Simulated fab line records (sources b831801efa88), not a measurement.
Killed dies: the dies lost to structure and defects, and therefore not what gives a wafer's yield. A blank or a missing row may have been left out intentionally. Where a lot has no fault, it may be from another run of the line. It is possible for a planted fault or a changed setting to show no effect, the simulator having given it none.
A struck lot beside a sound one | flow sky130 | 43 out of 708 route steps
Sound: wafers L850.3, L850.4, L850.5. Struck: wafer L862.3. (L862.1, L862.2 of the same lot were not struck and are left out.) The cause comes at the end.
Order at every step that has rows: each side's tool, ch and its chambers, its first start. Under that, the readings that differ: sound wafers | struck wafers | difference of the means | sigmas: that difference in standard deviations of wafers without a fault.
alike: words and numbers the same on both sides, and readings whose means are apart by under 2 such deviations; not compared: readings that were withheld, readings missing a value for some wafer, numbers with overlapping values and no deviation given by the record, and bounds like >300 which may hide the same value.
Wherever a step has rows on one side only, a row that says differs or no value, or a row with sigmas, the two part there. Numbers that have no deviation but don't overlap get no sigmas and don't part them. A reading missing from all wafers of one side parts the sides only when that side holds two or more wafers.

first, 3 steps without rows for these wafers: SKY_SONOS_ONO_WET_ETCH_18 (etches Si3N4 in H3PO4, target depth 15 nm, time 172 s); SKY_GATE_OXIDE_CLEAN_00 (cleans in SC1/SC2, time 150 s); SKY_GATE_OXIDE_OXIDATION_01 (stabilise 600 s, purge 300 s, target thk 10.268 nm).
SKY_GATE_OXIDE_THK_MEAS_02:
  sound: film metro-04 at day 14 06:13; struck: film metro-04 at day 18 05:01
  alike: GATE_OXIDE_OXIDATION_00_THK
then, 7 steps without rows for these wafers: SKY_GATE_OXIDE_DEHYDRATE_03 (time 60 s); SKY_GATE_OXIDE_HMDS_04 (prime time 60 s); SKY_GATE_OXIDE_COAT_05 (resist thk 1140 nm); SKY_GATE_OXIDE_SOFTBAKE_06 (time 60 s); SKY_GATE_OXIDE_EXPOSE_07 (exposes mask LVOM, target cd 600 nm); SKY_GATE_OXIDE_PEB_08; SKY_GATE_OXIDE_DEVELOP_09 (develop time 60 s).
SKY_GATE_OXIDE_OVL_MEAS_10:
  sound: overlay-01 at day 15 08:31; struck: overlay-01 at day 19 11:09
  alike: GATE_OXIDE_OVL
SKY_GATE_OXIDE_IMPLANT_11:
  sound on implanter-03 ch 0, day 15 08:35; struck on implanter-02 ch 0, day 19 11:11
then, 1 step without rows for these wafers: SKY_GATE_OXIDE_WET_ETCH_12 (etches SiO2 in dHF, target depth 16.8 nm, time 336 s).
SKY_GATE_OXIDE_STRIP_13: strips in O2/N2.
  sound on plasma asher-01 ch 0,1, day 15 08:49; struck on plasma asher-04 ch 1, day 19 11:27
  alike: drypump motor current A, oes product au, strip time to endpoint s
  not compared: rf hours counter h
SKY_GATE_OXIDE_TW_MEAS_14:
  sound: film metro-03 at day 15 08:54; struck: film metro-01 at day 19 11:33
  alike: GATE_OXIDE_TW
then, 3 steps without rows for these wafers: SKY_GATE_OXIDE_CLEAN_15 (cleans in SC1/SC2, time 150 s); SKY_GATE_OXIDE_OXIDATION_16 (stabilise 600 s, purge 300 s, target thk 3.57 nm); SKY_POLY_GATE_CVD_00 (deposits poly-Si, target thk 180 nm, time 720 s).
SKY_POLY_GATE_THK_MEAS_01:
  sound: film metro-02 at day 15 12:44; struck: film metro-04 at day 19 15:05
  alike: POLY_GATE_CVD_00_THK
then, 8 steps without rows for these wafers: SKY_RES_PROTECT_DEHYDRATE_00 (time 60 s); SKY_RES_PROTECT_HMDS_01 (prime time 60 s); SKY_RES_PROTECT_COAT_02 (resist thk 1140 nm); SKY_RES_PROTECT_SOFTBAKE_03 (time 60 s); SKY_RES_PROTECT_EXPOSE_04 (exposes mask RPM, target cd 1270 nm); SKY_RES_PROTECT_PEB_05; SKY_RES_PROTECT_DEVELOP_06 (develop time 60 s); SKY_POLY_GATE_IMPLANT_02.
SKY_RES_PROTECT_STRIP_07: strips in O2/N2.
  sound on plasma asher-02 ch 0,1, day 16 16:59; struck on plasma asher-01 ch 0, day 20 21:35
  alike: drypump motor current A, oes product au, strip time to endpoint s
  not compared: rf hours counter h
SKY_RES_PROTECT_TW_MEAS_08:
  sound: film metro-03 at day 16 17:04; struck: film metro-03 at day 20 21:41
  alike: POLY_GATE_TW
then, 2 steps without rows for these wafers: SKY_RES_PROTECT_CLEAN_09 (cleans in SC1/SC2, time 150 s); SKY_POLY_GATE_CVD_03 (deposits Si3N4 from DCS/NH3, target thk 75 nm, time 1290 s).
SKY_POLY_GATE_THK_MEAS_04:
  sound: film metro-04 at day 16 18:32; struck: film metro-01 at day 20 23:09
  alike: POLY_GATE_CVD_03_THK
then, 8 steps without rows for these wafers: SKY_POLY_GATE_DEHYDRATE_05 (time 60 s); SKY_POLY_GATE_HMDS_06 (prime time 60 s); SKY_POLY_GATE_COAT_07 (resist thk 110 nm); SKY_POLY_GATE_COAT_08 (resist thk 450 nm); SKY_POLY_GATE_SOFTBAKE_09 (time 90 s); SKY_POLY_GATE_EXPOSE_10 (exposes mask P1M, target cd 150 nm); SKY_POLY_GATE_PEB_11; SKY_POLY_GATE_DEVELOP_12 (develop time 60 s).
SKY_POLY_GATE_CD_MEAS_13: target cd 150 nm.
  sound: cd sem-01 at day 17 22:58; struck: cd sem-02 at day 22 05:44
  alike: cd nm
-- the record jumps here: 27 days lie between the struck wafers' starts before and after (it left off in module POLY_GATE and takes up again in module PAD_OPEN, whose first step shown is number 708 of the route) --
SKY_PAD_OPEN_PROBE_99:
  sound: prober-01 at day 47 00:38; struck: prober-01 at day 49 15:25
  reading                                 | sound                    | struck  | difference | sigmas
  model.etest.tip p.rs ohm sq range       | 213.5 258.3 282          | 384.9   | +133.6     |
  model.etest.nfet_01v8.drive ua um range | 10.28 10.12 8.493        | 40.49   | +30.86     |
  model.etest.pfet_01v8.drive ua um range | 4.238 4.819 7.174        | 25.04   | +19.63     |
  model.etest.pfet_01v8_lvt.vt v range    | 0.01566 0.02378 0.02258  | 0.3666  | +0.3459    |
  model.etest.pfet_01v8.vt v range        | 0.01815 0.009636 0.01205 | 0.1385  | +0.1252    |
  model.etest.nfet_01v8.vt v range        | 0.01242 0.01056 0.0119   | 0.04744 | +0.03581   |
  alike: killed_at_M0_to_M3, killed_at_M4_up, killed at contacts, killed at front end, killed at other, killed dies, killed open, killed short

## WHERE THEY PART
Nowhere in this record.

WHY: what the simulator had put in
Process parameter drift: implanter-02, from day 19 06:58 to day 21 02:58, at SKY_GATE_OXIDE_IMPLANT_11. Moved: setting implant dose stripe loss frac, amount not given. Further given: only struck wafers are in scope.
